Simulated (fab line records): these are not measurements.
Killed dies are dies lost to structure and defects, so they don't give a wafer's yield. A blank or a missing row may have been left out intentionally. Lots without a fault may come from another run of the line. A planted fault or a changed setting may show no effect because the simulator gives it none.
Which tool was responsible? + flow sky130 + 13 lots, 39 wafers sampled, at 5 steps of a route of 708

## WHAT EACH GAUGE READ, for each wafer
SKY_POLY_GATE_CD_MEAS_13: the cd target is 150 nm.
| lot  | measured     | on       | cdNm (nm)                           |
|------|--------------|----------|-------------------------------------|
| L543 | day 16 18:19 | cdSem-02 | 150.6 150.5 151.2                   |
| L545 | day 16 20:11 | cdSem-02 | 148.3 149.2 149.9                   |
| L548 | day 17 20:16 | cdSem-02 | 161.5 162.9 162.1 161.4 162.5 162.0 |
| L550 | day 18 13:51 | cdSem-01 | 150.4 149.4 150.0                   |
| L554 | day 20 02:04 | cdSem-01 | 149.5 149.5 148.7                   |
| L557 | day 21 12:17 | cdSem-01 | 150.3 151.1 150.2                   |
| L558 | day 21 19:02 | cdSem-02 | 149.8 148.6 148.3                   |
| L559 | day 22 04:58 | cdSem-02 | 150.3 150.8 148.4                   |
| L560 | day 22 13:35 | cdSem-01 | 151.8 150.8 151.3                   |
| L563 | day 23 06:52 | cdSem-02 | 150.9 150.3 151.2                   |
| L564 | day 23 17:46 | cdSem-02 | 150.3 152.0 150.8                   |
| L565 | day 24 06:29 | cdSem-02 | 149.3 149.0 151.1                   |
| L566 | day 25 02:13 | cdSem-02 | 151.3 151.7 153.3                   |

SKY_SD_N_CD_MEAS_07: the cd target is 380 nm.
| lot  | measured     | on       | cdNm (nm)         |
|------|--------------|----------|-------------------|
| L543 | day 28 03:12 | cdSem-02 | 385.4 384.6 384.4 |
| L545 | day 28 10:51 | cdSem-01 | 382.5 380.3 379.6 |
| L548 | day 29 05:37 | cdSem-01 | 380.8 379.5 378.9 |
| L550 | day 30 11:47 | cdSem-02 | 382.2 381.6 382.0 |
| L554 | day 31 08:06 | cdSem-01 | 383.8 385.8 384.4 |
| L557 | day 32 13:38 | cdSem-01 | 380.1 379.0 379.8 |
| L558 | day 32 19:17 | cdSem-01 | 382.2 383.5 384.2 |
| L559 | day 33 03:29 | cdSem-01 | 380.9 379.5 379.3 |
| L560 | day 33 14:23 | cdSem-01 | 380.5 379.9 380.8 |
| L563 | day 34 03:43 | cdSem-02 | 374.4 373.6 374.5 |
| L564 | day 34 15:13 | cdSem-02 | 383.4 382.7 381.6 |
| L565 | day 34 22:07 | cdSem-02 | 382.7 383.5 381.7 |
| L566 | day 35 15:08 | cdSem-02 | 382.1 382.7 382.7 |

SKY_LI_CONTACT_THK_MEAS_01.
| lot  | measured     | on           | LI_CONTACT_HDPCVD_THK (nm) |
|------|--------------|--------------|----------------------------|
| L543 | day 28 04:32 | filmMetro-02 | 938 957 959                |
| L545 | day 28 12:11 | filmMetro-03 | 935 935 939                |
| L548 | day 29 06:56 | filmMetro-01 | 928 943 934                |
| L550 | day 30 13:06 | filmMetro-01 | 942 948 948                |
| L554 | day 31 09:29 | filmMetro-02 | 959 971 958                |
| L557 | day 32 14:56 | filmMetro-01 | 946 930 929                |
| L558 | day 32 20:39 | filmMetro-01 | 943 953 942                |
| L559 | day 33 04:46 | filmMetro-03 | 947 944 936                |
| L560 | day 33 15:42 | filmMetro-03 | 961 952 964                |
| L563 | day 34 05:02 | filmMetro-03 | 959 953 958                |
| L564 | day 34 16:32 | filmMetro-02 | 953 954 949                |
| L565 | day 34 23:26 | filmMetro-01 | 962 960 946                |
| L566 | day 35 16:27 | filmMetro-03 | 952 947 957                |

SKY_LI_CONTACT_BOW_MEAS_03.
| lot  | measured     | on           | LI_CONTACT_BOW (um) |
|------|--------------|--------------|---------------------|
| L543 | day 28 04:53 | filmMetro-03 | 47 49 57            |
| L545 | day 28 12:33 | filmMetro-02 | 58 57 57            |
| L548 | day 29 07:17 | filmMetro-01 | 45 66 62            |
| L550 | day 30 13:28 | filmMetro-01 | 49 68 41            |
| L554 | day 31 09:50 | filmMetro-03 | 51 62 53            |
| L557 | day 32 15:19 | filmMetro-01 | 63 58 59            |
| L558 | day 32 21:01 | filmMetro-03 | 60 61 65            |
| L559 | day 33 05:10 | filmMetro-03 | 61 64 63            |
| L560 | day 33 16:04 | filmMetro-03 | 50 52 42            |
| L563 | day 34 05:24 | filmMetro-02 | 58 42 61            |
| L564 | day 34 16:54 | filmMetro-02 | 48 56 56            |
| L565 | day 34 23:48 | filmMetro-03 | 55 66 54            |
| L566 | day 35 16:50 | filmMetro-02 | 50 61 49            |

## WHAT TOOL EACH LOT RAN ON (gives the tool, then ch and the chambers of the sampled wafers, and finally the start)
| lot  | SKY_POLY_GATE_EXPOSE_10          |
|------|----------------------------------|
| L543 | krfScanner-01 ch 0, day 16 03:59 |
| L545 | krfScanner-02 ch 0, day 16 06:10 |
| L548 | krfScanner-01 ch 0, day 17 05:29 |
| L550 | krfScanner-02 ch 0, day 17 23:55 |
| L554 | krfScanner-01 ch 0, day 19 10:53 |
| L557 | krfScanner-01 ch 0, day 20 21:28 |
| L558 | krfScanner-02 ch 0, day 21 03:28 |
| L559 | krfScanner-01 ch 0, day 21 13:49 |
| L560 | krfScanner-01 ch 0, day 21 22:20 |
| L563 | krfScanner-02 ch 0, day 22 15:37 |
| L564 | krfScanner-01 ch 0, day 23 03:41 |
| L565 | krfScanner-02 ch 0, day 23 15:55 |
| L566 | krfScanner-01 ch 0, day 24 11:47 |
- SKY_POLY_GATE_EXPOSE_10: exposes mask P1M, target cd 150 nm.

## WHAT THE TOOLS THEMSELVES READ (means of the sampled wafers that have a number; where no wafer has one, the mark that the record gives instead)
The record holds no such reading with a usual standard deviation.

## THE ANSWER, worked out from the rows above alone
Rule: the lots themselves supply what counts as usual. Put in order of their means at a reading, lots are off if they are a third of the lots or fewer, leave a main group of 4 or more, and stand apart from it by a gap of 3 or more times the standard deviation of the main group's means; of several such gaps the widest counts. The tables above print the reading to a certain number of digits; a main group whose means all agree to those digits is not used. A lot without any number at a reading at which 4 lots or more have one is off too. The other lots that the step has rows for count as sound. After the gauges, taken in route order, come the tools' own readings; for these a lot's mean is taken, as printed above. The first step at which some lot is off is used, and at that step the reading that is off furthest; a lot without a number counts as furthest.
Off: L548 (SKY_POLY_GATE_CD_MEAS_13, cdNm). Main group: mean 150.3 nm, sd 0.93.
A tool fits if, at a process step before that reading, it ran every lot that is off, and no sound lot after the first of them. Gauges at SKY_POLY_GATE_CD_MEAS_13: tried the same way as those tools. No candidate that was tried fits.

## WHAT THE SIMULATOR HAD PUT IN
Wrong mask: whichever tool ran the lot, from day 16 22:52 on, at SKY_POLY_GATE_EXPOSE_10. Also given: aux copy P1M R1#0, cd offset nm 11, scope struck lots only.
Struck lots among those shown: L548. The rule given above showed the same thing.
